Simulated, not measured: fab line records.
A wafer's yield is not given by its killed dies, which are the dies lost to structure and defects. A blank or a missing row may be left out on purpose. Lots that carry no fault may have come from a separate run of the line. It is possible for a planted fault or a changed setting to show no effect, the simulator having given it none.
fab line records -- flow sky130
record lots=11, wafers=33, last_day=50
route steps=708 shown SD_P@328 SD_N@350 RES_XHIGH@360 PAD_OPEN@708
lots that met no fault: from a run of the same line without faults
start_h: start of the lot's first displayed wafer, in hours after the record's first day -- wait_h: hours since the lot's step before -- " the same as in the row above -- L1.1+2: a row that stands for several wafers -- - no value, or no start given -- * or withheld: withheld -- < > ~ a bound
route shown NAME@n: NAME is a module with steps in the file, n the number in the route of the first one -- usual: mean/standard deviation of fault-free wafers -- same: alike in all rows -- chamber/n: place in a boat -- sites: per-site readings -- _std_site: standard deviation of those values -- _edge_site: mean of outer sites minus mean of inner sites -- radius_mm: for every site, how far away it sits from the centre of the wafer -- mask NAME#n: copy n -- behind: the last tool/chamber to shape the wafer -- hold: the reason the lot was held/the length of the hold in hours/how it ended -- device: names the non-switching transistor (n, p or np) -- end of line: tests of these same wafers at the route's end -- a step without rows: its recipe alone -- killed: the dies lost at the first sort to structure and to defects; this is not the yield of the wafer -- map: a wafer's dies, x killed, . not, _ none there
set.NAME: the setting the step ran with; set.NAME@STEP: the setting that earlier step ran with -- model.NAME: the simulator's own value behind a step, which no gauge read
a sample of lots followed through the steps of the route, with each step as a table and each wafer as a row
services: when a tool's chamber went out of use (start_h, in hours from the record's first day, below 0 if earlier), for how many hours, and the reason
## steps
# step SKY_SD_P_OVL_MEAS_08
# usual SD_P_OVL=-0.4/1.2
lot.wafer,tool,chamber,start_h,wait_h,SD_P_OVL[nm]
L769.4,overlay-02,-,607.81,0.1,0.1
L769.5,overlay-02,-,607.81,0.1,1.3
L769.6,overlay-02,-,607.81,0.1,-0.6
L770.1,overlay-01,-,612.45,0.1,0.9
L770.2,overlay-01,-,612.45,0.1,0.5
L770.4,overlay-01,-,612.45,0.1,-1.6
L773.1,overlay-02,-,645.25,0.1,-0.7
L773.3,overlay-02,-,645.25,0.1,0.8
L773.4,overlay-02,-,645.25,0.1,0.0
L775.1,overlay-02,-,655.24,0.1,2.7
L775.2,overlay-02,-,655.24,0.1,2.6
L775.4,overlay-02,-,655.24,0.1,0.7
L776.1,overlay-01,-,669.85,0.1,-3.3
L776.2,overlay-01,-,669.85,0.1,-2.1
L776.6,overlay-01,-,669.85,0.1,-0.1
L781.1,overlay-01,-,714.26,0.1,-0.5
L781.2,overlay-01,-,714.26,0.1,-0.9
L781.4,overlay-01,-,714.26,0.1,-1.7
L784.1,overlay-01,-,737.51,0.1,-1.4
L784.4,overlay-01,-,737.51,0.1,1.8
L784.6,overlay-01,-,737.51,0.1,0.6
L786.3,overlay-02,-,743.82,0.1,0.4
L786.5,overlay-02,-,743.82,0.1,0.1
L786.6,overlay-02,-,743.82,0.1,0.4
L787.1,overlay-02,-,747.91,0.1,0.9
L787.2,overlay-02,-,747.91,0.1,-2.5
L787.5,overlay-02,-,747.91,0.1,-0.3
L790.2,overlay-02,-,766.30,0.1,-0.1
L790.3,overlay-02,-,766.30,0.1,-0.8
L790.5,overlay-02,-,766.30,0.1,-1.0
L789.2,overlay-02,-,767.11,0.1,2.2
L789.4,overlay-02,-,767.11,0.1,0.9
L789.5,overlay-02,-,767.11,0.1,0.2
# step SKY_SD_N_OVL_MEAS_08
# usual SD_N_OVL=0.5/1.5
lot.wafer,tool,chamber,start_h,wait_h,SD_N_OVL[nm]
L769.4,overlay-01,-,665.01,0.1,-1.6
L769.5,overlay-01,-,665.01,0.1,-0.3
L769.6,overlay-01,-,665.01,0.1,1.0
L770.1,overlay-02,-,669.41,0.1,-1.1
L770.2,overlay-02,-,669.41,0.1,-0.7
L770.4,overlay-02,-,669.41,0.1,1.9
L773.1,overlay-01,-,702.24,0.1,2.1
L773.3,overlay-01,-,702.24,0.1,0.6
L773.4,overlay-01,-,702.24,0.1,-0.1
L775.1,overlay-01,-,712.38,0.1,2.3
L775.2,overlay-01,-,712.38,0.1,1.4
L775.4,overlay-01,-,712.38,0.1,1.8
L776.1,overlay-02,-,725.79,0.1,2.4
L776.2,overlay-02,-,725.79,0.1,0.5
L776.6,overlay-02,-,725.79,0.1,1.0
L781.1,overlay-02,-,769.19,0.1,0.9
L781.2,overlay-02,-,769.19,0.1,1.1
L781.4,overlay-02,-,769.19,0.1,2.3
L784.1,overlay-02,-,791.39,0.1,0.2
L784.4,overlay-02,-,791.39,0.1,-2.4
L784.6,overlay-02,-,791.39,0.1,1.8
L786.3,overlay-01,-,796.86,0.1,0.0
L786.5,overlay-01,-,796.86,0.1,1.2
L786.6,overlay-01,-,796.86,0.1,-1.1
L787.1,overlay-01,-,801.69,0.1,0.6
L787.2,overlay-01,-,801.69,0.1,2.0
L787.5,overlay-01,-,801.69,0.1,0.8
L790.2,overlay-01,-,835.78,0.1,0.7
L790.3,overlay-01,-,835.78,0.1,1.9
L790.5,overlay-01,-,835.78,0.1,3.5
L789.2,overlay-02,-,836.26,0.1,-0.9
L789.4,overlay-02,-,836.26,0.1,-1.2
L789.5,overlay-02,-,836.26,0.1,-0.5
# step SKY_SD_N_IMPLANT_09
# recipe species=As, energy_kev=50, dose_cm2=4e+15, tilt_deg=0
# usual beam_on_s=18.5/1.1, dose_ions_cm2=4e+15/4.1e+12
lot.wafer,tool,chamber,start_h,wait_h,beam_on_s,dose_ions_cm2
L769.4,implanter-02,0,665.10,0.1,17.9,3.996e+15
L769.5,implanter-02,0,665.10,0.1,17.9,4.006e+15
L769.6,implanter-02,0,665.10,0.1,18.3,4.006e+15
L770.1,implanter-01,0,669.44,0.0,19.8,3.996e+15
L770.2,implanter-01,0,669.44,0.0,20.5,3.998e+15
L770.4,implanter-01,0,669.44,0.0,20.2,3.996e+15
L773.1,implanter-02,0,702.28,0.0,27.3,6.226e+15
L773.3,implanter-02,0,702.28,0.0,27.7,6.214e+15
L773.4,implanter-02,0,702.28,0.0,27.1,6.227e+15
L775.1,implanter-02,0,712.41,0.0,27.4,6.218e+15
L775.2,implanter-02,0,712.41,0.0,28.4,6.226e+15
L775.4,implanter-02,0,712.41,0.0,27.5,6.219e+15
L776.1,implanter-02,0,725.83,0.0,27.2,6.221e+15
L776.2,implanter-02,0,725.83,0.0,27.8,6.224e+15
L776.6,implanter-02,0,725.83,0.0,28.1,6.227e+15
L781.1,implanter-03,0,769.23,0.0,17.9,4.006e+15
L781.2,implanter-03,0,769.23,0.0,17.2,4.001e+15
L781.4,implanter-03,0,769.23,0.0,17.4,4.003e+15
L784.1,implanter-02,0,791.43,0.0,17.8,3.994e+15
L784.4,implanter-02,0,791.43,0.0,18.2,3.998e+15
L784.6,implanter-02,0,791.43,0.0,17.9,4.005e+15
L786.3,implanter-03,0,796.93,0.1,17.2,3.999e+15
L786.5,implanter-03,0,796.93,0.1,17.7,3.999e+15
L786.6,implanter-03,0,796.93,0.1,17.1,3.996e+15
L787.1,implanter-01,0,801.73,0.0,19.0,3.997e+15
L787.2,implanter-01,0,801.73,0.0,20.0,3.998e+15
L787.5,implanter-01,0,801.73,0.0,20.4,3.997e+15
L790.2,implanter-03,0,835.84,0.0,17.2,4e+15
L790.3,implanter-03,0,835.84,0.0,17.2,3.996e+15
L790.5,implanter-03,0,835.84,0.0,17.6,4.002e+15
L789.2,implanter-01,0,836.32,0.0,19.7,3.997e+15
L789.4,implanter-01,0,836.32,0.0,19.7,3.996e+15
L789.5,implanter-01,0,836.32,0.0,20.3,3.997e+15
# step SKY_SD_N_STRIP_11
# recipe chemistry=O2/N2, power_w=1400, pressure_mtorr=1500, platen_temp_c=withheld, o2_flow_sccm=3000, n2_flow_sccm=300, overash_fraction=0.5
# usual drypump_motor_current_A=5.3/0.35, n2_flow_sccm=299.8/1, oes_product_au=0.528/0.0042, strip_time_to_endpoint_s=22.54/0.045
lot.wafer,tool,chamber,start_h,wait_h,drypump_motor_current_A,n2_flow_sccm,oes_product_au,rf_hours_counter_h,strip_time_to_endpoint_s
L769.4,plasma_asher-01,1,665.36,0.1,4.8,298.8,0.518,-,22.53
L769.5,plasma_asher-01,0,665.36,0.1,5.2,299.0,0.528,-,22.54
L769.6,plasma_asher-01,1,665.36,0.1,4.8,300.2,0.526,-,22.52
L770.1,plasma_asher-03,0,669.74,0.1,5.5,299.0,0.521,99,22.55
L770.2,plasma_asher-03,1,669.74,0.1,5.3,301.1,0.534,99,22.60
L770.4,plasma_asher-03,0,669.74,0.1,5.5,300.9,0.529,-,22.63
L773.1,plasma_asher-01,0,702.58,0.1,5.2,300.1,0.512,86,23.49
L773.3,plasma_asher-01,0,702.58,0.1,5.2,299.1,0.520,-,23.50
L773.4,plasma_asher-01,1,702.58,0.1,4.8,297.9,0.512,-,23.54
L775.1,plasma_asher-03,1,712.71,0.1,5.4,299.8,0.514,103,23.63
L775.2,plasma_asher-03,0,712.71,0.1,5.5,300.6,0.517,103,23.55
L775.4,plasma_asher-03,1,712.71,0.1,5.4,299.6,0.519,-,23.58
L776.1,plasma_asher-03,1,726.13,0.1,5.4,301.5,0.520,104,23.55
L776.2,plasma_asher-03,0,726.13,0.1,5.5,299.7,0.511,104,23.52
L776.6,plasma_asher-03,1,726.13,0.1,5.4,299.9,0.519,-,23.55
L781.1,plasma_asher-03,0,769.53,0.1,5.5,298.5,0.522,3,22.47
L781.2,plasma_asher-03,1,769.53,0.1,5.4,299.3,0.527,3,22.44
L781.4,plasma_asher-03,0,769.53,0.1,5.5,298.9,0.527,-,22.47
L784.1,plasma_asher-03,1,791.73,0.1,5.4,299.7,0.526,6,22.53
L784.4,plasma_asher-03,0,791.73,0.1,5.5,300.6,0.529,-,22.59
L784.6,plasma_asher-03,1,791.73,0.1,5.3,299.7,0.526,-,22.55
L786.3,plasma_asher-01,1,797.21,0.1,4.9,300.9,0.523,-,22.53
L786.5,plasma_asher-01,0,797.21,0.1,5.2,300.4,0.524,-,22.50
L786.6,plasma_asher-01,1,797.21,0.1,4.8,302.6,0.529,-,22.52
L787.1,plasma_asher-02,0,802.03,0.1,5.0,300.4,0.523,34,22.53
L787.2,plasma_asher-02,1,802.03,0.1,6.1,299.4,0.528,34,22.48
L787.5,plasma_asher-02,0,802.03,0.1,5.0,300.4,0.522,-,22.51
L790.2,plasma_asher-01,1,836.11,0.1,4.9,299.0,0.525,100,22.55
L790.3,plasma_asher-01,0,836.11,0.1,5.2,299.9,0.532,-,22.52
L790.5,plasma_asher-01,1,836.11,0.1,4.8,298.8,0.526,-,22.53
L789.2,plasma_asher-02,1,836.59,0.1,6.1,301.2,0.528,37,22.48
L789.4,plasma_asher-02,0,836.59,0.1,5.0,298.2,0.522,-,22.45
L789.5,plasma_asher-02,0,836.59,0.1,5.0,300.0,0.529,-,22.47
# step SKY_SD_N_RS_MEAS_16
# recipe thk_meas_gauge=four-point-probe
# usual SD_N_RS=68.60/0.11
lot.wafer,tool,chamber,start_h,wait_h,hold,SD_N_RS[ohm/sq]
L769.4,film_metro-01,-,665.77,0.1,-,68.78
L769.5,film_metro-01,-,665.77,0.1,-,68.85
L769.6,film_metro-01,-,665.77,0.1,-,68.86
L770.1,film_metro-02,-,670.13,0.1,-,68.51
L770.2,film_metro-02,-,670.13,0.1,-,68.51
L770.4,film_metro-02,-,670.13,0.1,-,68.65
L773.1,film_metro-04,-,702.97,0.1,await_dispo/0.2h/release,65.28
L773.3,film_metro-04,-,702.97,0.1,await_dispo/0.2h/release,65.27
L773.4,film_metro-04,-,702.97,0.1,await_dispo/0.2h/release,65.38
L773.1,film_metro-04,-,703.33,0.3,-,65.42
L773.3,film_metro-04,-,703.33,0.3,-,65.21
L773.4,film_metro-04,-,703.33,0.3,-,65.41
L775.1,film_metro-01,-,713.11,0.1,await_dispo/0.2h/release,65.53
L775.2,film_metro-01,-,713.11,0.1,await_dispo/0.2h/release,65.23
L775.4,film_metro-01,-,713.11,0.1,await_dispo/0.2h/release,65.44
L775.1,film_metro-01,-,713.47,0.3,-,65.49
L775.2,film_metro-01,-,713.47,0.3,-,65.47
L775.4,film_metro-01,-,713.47,0.3,-,65.32
L776.1,film_metro-02,-,726.51,0.1,await_dispo/0.2h/release,65.53
L776.2,film_metro-02,-,726.51,0.1,await_dispo/0.2h/release,65.36
L776.6,film_metro-02,-,726.51,0.1,await_dispo/0.2h/release,65.45
L776.1,film_metro-02,-,726.87,0.3,-,65.45
L776.2,film_metro-02,-,726.87,0.3,-,65.35
L776.6,film_metro-02,-,726.87,0.3,-,65.28
L781.1,film_metro-04,-,769.92,0.1,-,68.64
L781.2,film_metro-04,-,769.92,0.1,-,68.63
L781.4,film_metro-04,-,769.92,0.1,-,68.69
L784.1,film_metro-02,-,792.12,0.1,-,68.48
L784.4,film_metro-02,-,792.12,0.1,-,68.53
L784.6,film_metro-02,-,792.12,0.1,-,68.51
L786.3,film_metro-02,-,797.60,0.1,-,68.37
L786.5,film_metro-02,-,797.60,0.1,-,68.43
L786.6,film_metro-02,-,797.60,0.1,-,68.60
L787.1,film_metro-04,-,802.42,0.1,-,68.68
L787.2,film_metro-04,-,802.42,0.1,-,68.72
L787.5,film_metro-04,-,802.42,0.1,-,68.57
L790.2,film_metro-02,-,836.53,0.1,-,68.61
L790.3,film_metro-02,-,836.53,0.1,-,68.62
L790.5,film_metro-02,-,836.53,0.1,-,68.54
L789.2,film_metro-04,-,837.00,0.1,-,68.55
L789.4,film_metro-04,-,837.00,0.1,-,68.47
L789.5,film_metro-04,-,837.00,0.1,-,68.56
# step SKY_SD_N_RS_MEAS_18
# recipe thk_meas_gauge=four-point-probe
# usual RES_XHIGH_RS=331.3/1.2
lot.wafer,tool,chamber,start_h,wait_h,RES_XHIGH_RS[ohm/sq]
L769.4,film_metro-01,-,666.01,0.1,331.2
L769.5,film_metro-01,-,666.01,0.1,331.8
L769.6,film_metro-01,-,666.01,0.1,333.1
L770.1,film_metro-02,-,670.37,0.1,331.3
L770.2,film_metro-02,-,670.37,0.1,330.2
L770.4,film_metro-02,-,670.37,0.1,332.0
L773.1,film_metro-04,-,707.88,0.1,331.0
L773.3,film_metro-04,-,707.88,0.1,330.1
L773.4,film_metro-04,-,707.88,0.1,329.5
L775.1,film_metro-01,-,715.60,0.1,330.8
L775.2,film_metro-01,-,715.60,0.1,330.8
L775.4,film_metro-01,-,715.60,0.1,331.5
L776.1,film_metro-02,-,730.16,0.1,331.5
L776.2,film_metro-02,-,730.16,0.1,331.2
L776.6,film_metro-02,-,730.16,0.1,332.4
L781.1,film_metro-04,-,770.16,0.1,327.4
L781.2,film_metro-04,-,770.16,0.1,327.5
L781.4,film_metro-04,-,770.16,0.1,328.1
L784.1,film_metro-02,-,792.36,0.1,333.6
L784.4,film_metro-02,-,792.36,0.1,333.1
L784.6,film_metro-02,-,792.36,0.1,333.2
L786.3,film_metro-02,-,797.84,0.1,330.7
L786.5,film_metro-02,-,797.84,0.1,332.1
L786.6,film_metro-02,-,797.84,0.1,331.9
L787.1,film_metro-04,-,802.66,0.1,330.9
L787.2,film_metro-04,-,802.66,0.1,332.5
L787.5,film_metro-04,-,802.66,0.1,331.8
L790.2,film_metro-02,-,836.77,0.1,330.5
L790.3,film_metro-02,-,836.77,0.1,330.1
L790.5,film_metro-02,-,836.77,0.1,330.7
L789.2,film_metro-04,-,837.24,0.1,330.8
L789.4,film_metro-04,-,837.24,0.1,331.0
L789.5,film_metro-04,-,837.24,0.1,330.3
# step SKY_PAD_OPEN_PROBE_99
# usual killed_at_M0_to_M3=42/5.8, killed_at_M4_up=3.0/2, killed_at_contacts=24/5.5, killed_at_front_end=15/3.9, killed_at_other=0.3/0.54, killed_dies=85/8.8, killed_open=47/6.8, killed_short=38/5.9
# same gross_dies=492, killed_at_back_side=0
lot.wafer,tool,chamber,start_h,wait_h,killed_at_M0_to_M3,killed_at_M4_up,killed_at_contacts,killed_at_front_end,killed_at_other,killed_dies,killed_open,killed_short
L769.4,prober-01,-,1095.79,0.2,42,1,20,12,0,75,45,29
L769.5,prober-01,-,1095.84,0.2,34,4,36,24,0,98,57,41
L769.6,prober-01,-,1095.89,0.2,44,2,29,19,0,94,58,35
L770.1,prober-02,-,1097.34,0.1,42,2,22,11,0,77,46,31
L770.2,prober-02,-,1097.39,0.1,42,5,21,13,0,81,46,35
L770.4,prober-02,-,1097.49,0.2,37,2,21,17,0,77,48,29
L773.1,prober-01,-,1122.94,0.1,51,5,29,19,0,104,58,46
L773.3,prober-01,-,1123.04,0.2,38,7,36,17,0,98,52,46
L773.4,prober-01,-,1123.09,0.2,50,3,32,12,0,97,59,38
L775.1,prober-01,-,1130.02,0.1,45,3,19,12,0,79,39,40
L775.2,prober-01,-,1130.07,0.1,49,3,18,13,0,83,48,35
L775.4,prober-01,-,1130.17,0.2,50,0,25,13,0,88,47,41
L776.1,prober-02,-,1139.49,0.1,47,3,24,11,0,85,45,39
L776.2,prober-02,-,1139.54,0.1,47,3,30,15,0,95,48,47
L776.6,prober-02,-,1139.74,0.2,46,2,29,14,0,91,54,37
L781.1,prober-01,-,1168.84,0.1,40,2,22,18,0,82,38,43
L781.2,prober-01,-,1168.89,0.1,31,1,30,15,1,78,44,34
L781.4,prober-01,-,1168.99,0.2,33,6,27,25,0,91,46,44
L784.1,prober-01,-,1185.07,0.1,43,5,30,8,0,86,46,40
L784.4,prober-01,-,1185.22,0.2,41,3,27,14,1,86,55,31
L784.6,prober-01,-,1185.32,0.2,37,2,15,19,2,75,28,44
L786.3,prober-02,-,1191.56,0.2,31,2,27,16,1,77,39,38
L786.5,prober-02,-,1191.66,0.2,52,1,22,14,0,89,54,34
L786.6,prober-02,-,1191.71,0.2,44,1,24,14,1,84,47,37
L787.1,prober-01,-,1192.96,0.1,52,0,28,10,0,90,49,41
L787.2,prober-01,-,1193.01,0.1,42,2,13,13,0,70,45,25
L787.5,prober-01,-,1193.16,0.2,41,1,23,14,0,79,46,33
L790.2,prober-01,-,1201.48,0.1,46,3,20,20,1,90,48,41
L790.3,prober-01,-,1201.53,0.2,37,1,28,20,0,86,51,34
L790.5,prober-01,-,1201.63,0.2,46,1,20,19,0,86,44,41
L789.2,prober-02,-,1204.70,0.1,41,2,29,18,1,91,54,37
L789.4,prober-02,-,1204.80,0.2,44,0,21,15,0,80,42,38
L789.5,prober-02,-,1204.85,0.2,45,4,29,14,1,93,59,34
# killed by level:class
L769.4 CONTACT:geometric_particle:open=11 VIA3:geometric_particle:open=10 VIA1:geometric_particle:open=9 VIA1:geometric_particle:short=5 CONTACT:geometric_particle:short=4 VIA2:geometric_particle:short=4 POLY_GATE:geometric_particle:open=3 POLY_GATE:geometric_particle:short=3
L769.5 CONTACT:geometric_particle:open=13 VIA1:geometric_particle:open=10 LI_CONTACT:geometric_particle:open=9 FIELD_ISO:geometric_particle:open=7 LI_CONTACT:geometric_particle:short=7 METAL2:geometric_particle:short=6 POLY_GATE:geometric_particle:open=4 METAL1:geometric_particle:short=4
L769.6 CONTACT:geometric_particle:open=12 VIA2:geometric_particle:open=12 VIA1:geometric_particle:open=7 POLY_GATE:geometric_particle:open=7 LI_CONTACT:geometric_particle:open=7 POLY_GATE:geometric_particle:short=6 VIA1:geometric_particle:short=6 CONTACT:geometric_particle:short=5
L770.1 VIA1:geometric_particle:open=10 CONTACT:geometric_particle:open=9 VIA3:geometric_particle:open=8 CONTACT:geometric_particle:short=6 VIA2:geometric_particle:open=6 LI_CONTACT:geometric_particle:open=4 METAL1:geometric_particle:short=4 METAL2:geometric_particle:short=4
L770.2 VIA1:geometric_particle:open=11 CONTACT:geometric_particle:open=9 VIA3:geometric_particle:open=7 METAL1:geometric_particle:short=5 VIA1:geometric_particle:short=5 LOCAL_INTERCONNECT:geometric_particle:short=4 LI_CONTACT:geometric_particle:open=4 METAL1:geometric_particle:open=4
L770.4 VIA1:geometric_particle:open=10 CONTACT:geometric_particle:open=9 FIELD_ISO:geometric_particle:short=6 VIA3:geometric_particle:open=6 VIA2:geometric_particle:open=6 LOCAL_INTERCONNECT:geometric_particle:short=4 VIA1:geometric_particle:short=4 FIELD_ISO:geometric_particle:open=3
L773.1 LI_CONTACT:geometric_particle:open=12 VIA1:geometric_particle:open=11 FIELD_ISO:geometric_particle:short=10 CONTACT:geometric_particle:open=10 METAL2:geometric_particle:short=8 VIA2:geometric_particle:open=8 METAL1:geometric_particle:short=6 VIA3:geometric_particle:open=6
L773.3 LI_CONTACT:geometric_particle:open=14 VIA3:geometric_particle:open=9 LOCAL_INTERCONNECT:geometric_particle:short=7 VIA1:geometric_particle:open=7 CONTACT:geometric_particle:short=6 CONTACT:geometric_particle:open=6 FIELD_ISO:geometric_particle:open=5 METAL1:geometric_particle:short=5
L773.4 VIA1:geometric_particle:open=18 CONTACT:geometric_particle:open=10 VIA2:geometric_particle:open=10 LI_CONTACT:geometric_particle:open=7 LOCAL_INTERCONNECT:geometric_particle:short=7 CONTACT:geometric_particle:short=6 METAL3:geometric_particle:short=6 POLY_GATE:geometric_particle:open=4
L775.1 CONTACT:geometric_particle:open=11 VIA2:geometric_particle:open=8 VIA1:geometric_particle:open=7 VIA1:geometric_particle:short=6 METAL1:geometric_particle:short=5 METAL3:geometric_particle:short=5 POLY_GATE:geometric_particle:short=4 VIA3:geometric_particle:open=4
L775.2 VIA1:geometric_particle:open=12 METAL2:geometric_particle:short=8 VIA2:geometric_particle:open=7 VIA3:geometric_particle:open=7 CONTACT:geometric_particle:open=5 LI_CONTACT:geometric_particle:open=5 POLY_GATE:geometric_particle:open=4 LI_CONTACT:geometric_particle:short=4
L775.4 VIA2:geometric_particle:open=9 CONTACT:geometric_particle:open=8 VIA1:geometric_particle:open=8 LI_CONTACT:geometric_particle:open=7 VIA1:geometric_particle:short=7 METAL1:geometric_particle:short=6 METAL2:geometric_particle:short=6 FIELD_ISO:geometric_particle:open=4
L776.1 VIA1:geometric_particle:open=9 VIA3:geometric_particle:open=8 LI_CONTACT:geometric_particle:open=7 METAL1:geometric_particle:short=7 CONTACT:geometric_particle:open=6 LI_CONTACT:geometric_particle:short=5 VIA2:geometric_particle:open=5 VIA1:geometric_particle:short=4
L776.2 VIA2:geometric_particle:open=11 FIELD_ISO:geometric_particle:open=7 LOCAL_INTERCONNECT:geometric_particle:short=7 LI_CONTACT:geometric_particle:open=7 METAL1:geometric_particle:short=7 VIA3:geometric_particle:open=7 CONTACT:geometric_particle:short=6 CONTACT:geometric_particle:open=6
L776.6 VIA3:geometric_particle:open=15 CONTACT:geometric_particle:open=12 CONTACT:geometric_particle:short=6 VIA1:geometric_particle:open=6 VIA2:geometric_particle:open=6 LI_CONTACT:geometric_particle:open=5 METAL1:geometric_particle:short=5 METAL3:geometric_particle:short=4
L781.1 VIA1:geometric_particle:open=9 VIA1:geometric_particle:short=7 LI_CONTACT:geometric_particle:short=6 VIA2:geometric_particle:open=6 POLY_GATE:geometric_particle:short=5 LOCAL_INTERCONNECT:geometric_particle:short=5 POLY_GATE:geometric_particle:open=4 LI_CONTACT:geometric_particle:open=4
L781.2 CONTACT:geometric_particle:open=9 LI_CONTACT:geometric_particle:open=7 FIELD_ISO:geometric_particle:open=5 VIA1:geometric_particle:short=5 VIA1:geometric_particle:open=5 LOCAL_INTERCONNECT:geometric_particle:short=5 POLY_GATE:geometric_particle:short=4 CONTACT:geometric_particle:short=4
L781.4 CONTACT:geometric_particle:open=11 VIA3:geometric_particle:open=11 POLY_GATE:geometric_particle:short=10 METAL1:geometric_particle:short=6 POLY_GATE:geometric_particle:open=5 METAL4:geometric_particle:short=5 LI_CONTACT:geometric_particle:open=4 LI_CONTACT:geometric_particle:short=4
L784.1 VIA3:geometric_particle:open=10 LOCAL_INTERCONNECT:geometric_particle:short=9 VIA1:geometric_particle:open=9 VIA2:geometric_particle:open=7 LI_CONTACT:geometric_particle:open=6 CONTACT:geometric_particle:open=5 METAL1:geometric_particle:short=5 LI_CONTACT:geometric_particle:short=4
L784.4 CONTACT:geometric_particle:open=14 VIA1:geometric_particle:open=13 VIA2:geometric_particle:open=8 LI_CONTACT:geometric_particle:open=6 FIELD_ISO:geometric_particle:short=5 VIA1:geometric_particle:short=5 METAL2:geometric_particle:short=5 LOCAL_INTERCONNECT:geometric_particle:short=4
L784.6 CONTACT:geometric_particle:short=7 METAL1:geometric_particle:short=6 VIA1:geometric_particle:open=6 FIELD_ISO:geometric_particle:short=5 VIA3:geometric_particle:short=5 METAL3:geometric_particle:short=5 POLY_GATE:geometric_particle:open=3 VIA2:geometric_particle:open=3
L786.3 CONTACT:geometric_particle:open=10 LOCAL_INTERCONNECT:geometric_particle:short=6 CONTACT:geometric_particle:short=6 VIA1:geometric_particle:open=6 VIA3:geometric_particle:open=6 FIELD_ISO:geometric_particle:open=5 METAL1:geometric_particle:short=5 VIA1:geometric_particle:short=4
L786.5 VIA1:geometric_particle:open=15 CONTACT:geometric_particle:open=8 VIA3:geometric_particle:open=8 FIELD_ISO:geometric_particle:open=6 LI_CONTACT:geometric_particle:open=5 LOCAL_INTERCONNECT:geometric_particle:short=5 VIA1:geometric_particle:short=5 VIA3:geometric_particle:short=4
L786.6 VIA1:geometric_particle:open=10 CONTACT:geometric_particle:open=9 VIA3:geometric_particle:open=8 LI_CONTACT:geometric_particle:open=6 METAL1:geometric_particle:short=6 FIELD_ISO:geometric_particle:open=5 VIA1:geometric_particle:short=5 VIA3:geometric_particle:short=5
L787.1 VIA2:geometric_particle:open=11 VIA1:geometric_particle:open=10 LI_CONTACT:geometric_particle:open=8 VIA1:geometric_particle:short=8 CONTACT:geometric_particle:open=7 CONTACT:geometric_particle:short=6 VIA3:geometric_particle:open=6 METAL1:geometric_particle:short=5
L787.2 VIA1:geometric_particle:open=12 VIA2:geometric_particle:open=10 VIA3:geometric_particle:open=7 LI_CONTACT:geometric_particle:open=6 VIA3:geometric_particle:short=6 CONTACT:geometric_particle:open=4 POLY_GATE:geometric_particle:short=3 SPACER:geometric_particle:short=3
L787.5 LI_CONTACT:geometric_particle:open=9 CONTACT:geometric_particle:open=9 METAL1:geometric_particle:short=7 VIA1:geometric_particle:open=7 FIELD_ISO:geometric_particle:open=5 METAL2:geometric_particle:short=5 VIA3:geometric_particle:open=5 VIA2:geometric_particle:open=4
L790.2 CONTACT:geometric_particle:open=10 VIA1:geometric_particle:open=9 METAL2:geometric_particle:short=9 POLY_GATE:geometric_particle:short=7 LI_CONTACT:geometric_particle:open=7 VIA3:geometric_particle:open=6 FIELD_ISO:geometric_particle:open=5 VIA1:geometric_particle:short=5
L790.3 LI_CONTACT:geometric_particle:open=9 VIA1:geometric_particle:open=9 CONTACT:geometric_particle:open=8 CONTACT:geometric_particle:short=7 FIELD_ISO:geometric_particle:open=6 POLY_GATE:geometric_particle:open=6 METAL1:geometric_particle:short=4 VIA1:geometric_particle:short=4
L790.5 VIA1:geometric_particle:open=13 METAL2:geometric_particle:short=6 FIELD_ISO:geometric_particle:short=6 LI_CONTACT:geometric_particle:open=6 VIA2:geometric_particle:open=6 VIA2:geometric_particle:short=6 CONTACT:geometric_particle:open=5 METAL1:geometric_particle:short=5
L789.2 VIA3:geometric_particle:open=12 LI_CONTACT:geometric_particle:open=10 VIA1:geometric_particle:open=8 CONTACT:geometric_particle:open=8 FIELD_ISO:geometric_particle:short=5 FIELD_ISO:geometric_particle:open=5 VIA3:geometric_particle:short=5 POLY_GATE:geometric_particle:short=4
L789.4 VIA1:geometric_particle:open=10 METAL2:geometric_particle:short=9 METAL1:geometric_particle:short=8 CONTACT:geometric_particle:open=7 POLY_GATE:geometric_particle:open=6 LI_CONTACT:geometric_particle:open=6 CONTACT:geometric_particle:short=5 VIA1:geometric_particle:short=4
L789.5 CONTACT:geometric_particle:open=14 VIA2:geometric_particle:open=10 VIA1:geometric_particle:open=9 LI_CONTACT:geometric_particle:open=6 POLY_GATE:geometric_particle:open=5 METAL1:geometric_particle:short=5 METAL2:geometric_particle:short=5 CONTACT:geometric_particle:short=5
## services
tool,chamber,start_h,hours,kind
plasma_asher-01,-,652.99,6.3,repair
implanter-02,-,671.42,2.8,pm
implanter-03,-,680.99,2.3,repair
implanter-02,-,682.07,0.9,repair
implanter-01,-,688.91,2.3,repair
implanter-03,-,698.40,4.2,repair
plasma_asher-02,-,711.60,2.8,pm
implanter-02,-,731.73,9.5,repair
plasma_asher-03,-,733.75,9.0,pm
plasma_asher-03,0,733.75,9.0,vent_cycle
plasma_asher-03,1,733.75,9.0,vent_cycle
plasma_asher-02,-,738.30,37.4,repair
plasma_asher-03,0,742.75,-,clean
plasma_asher-03,1,742.75,-,clean
implanter-01,-,788.07,1.3,repair
plasma_asher-01,-,814.01,2.3,repair
implanter-03,-,825.53,3.1,repair
## key
first_sign step=SKY_SD_N_IMPLANT_09, reading=dose_ions_cm2, direction=up, sigmas=99+, usual=*, struck=*
effect step=SKY_SD_N_IMPLANT_09, reading=beam_on_s, direction=up, sigmas=8, usual=18.5, struck=27.6
effect step=SKY_SD_N_STRIP_11, reading=strip_time_to_endpoint_s, direction=up, sigmas=22, usual=*, struck=*
effect step=SKY_SD_N_RS_MEAS_16, reading=visit, direction=added
effect step=SKY_SD_N_RS_MEAS_16, reading=SD_N_RS, direction=down, sigmas=28, usual=68.60, struck=65.38
met_at SKY_SD_N_IMPLANT_09
struck_lots L773,L775,L776
tester_left_out L773,L775,L776
not_acting_at SKY_SD_P_OVL_MEAS_08,SKY_SD_N_OVL_MEAS_08,SKY_SD_N_RS_MEAS_18
onset_between 665.10 702.28
fault kind=process_parameter_drift, tool=implanter-02, chamber=-, onset_h=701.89, steps=SKY_SD_N_IMPLANT_09, channel=dose_cm2, offset=*, shape=step, end_h=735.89, acts_in=*, stated=*
# tester_left_out: of these lots the tester's yield and bins aren't shown, on N5 and GAA mostly nor the transistor test; their killed dies are dies lost to structure and defects alone, not to doping, threshold or leakage, so they don't give the yield
